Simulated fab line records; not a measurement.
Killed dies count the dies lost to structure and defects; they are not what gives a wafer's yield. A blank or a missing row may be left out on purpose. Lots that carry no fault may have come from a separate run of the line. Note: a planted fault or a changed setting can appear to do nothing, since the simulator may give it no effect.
Chamber matching	flow sky130	SKY_VIA3_CMP_24 on cmp-01: 4 sister chambers
The step polishes, stops on SiO2, t overpolish 20 s, target thk 0 nm. 4 wafers are shown with their chamber, then 8 later ones without.

== EACH WAFER AND ITS CHAMBER ==
wafer	chamber	motorCurrentA (A)
L965.6	3	12.9
L973.4	2	11.8
L973.5	1	10.8
L976.2	0	9.9

== WAFERS WHOSE CHAMBER IS MISSING ==
wafer	motorCurrentA (A)
L976.5	12.1
L976.6	9.5
L983.2	12.0
L983.3	12.3
L983.5	12.7
L986.1	9.3
L986.2	11.7
L986.6	12.8

== CHAMBER TAKEN BY EACH ==
wafer	from the rows above	in truth
L976.5	can't be placed: 2 or 3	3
L976.6	0	0
L983.2	2	2
L983.3	can't be placed: 2 or 3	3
L983.5	3	3
L986.1	0	0
L986.2	2	2
L986.6	3	3
6 of 8 placed correctly. Can't be placed from these rows: 2 (the true chamber is among the candidates in 2). 0 placed wrongly.
How it was worked out, from the rows above alone: a wafer's distance from a chamber is the root of the sum, over the readings, of the square of ((its reading less the chamber's mean) divided by the reading's scatter). The wafer belongs to the nearest chamber; if the next one is less than 2 further off, it can't be placed. Each chamber's mean is taken over the wafers shown for it. The scatter: with one shown wafer a chamber, the root of the mean of the squares of how far each hidden wafer lies from its nearest shown one.
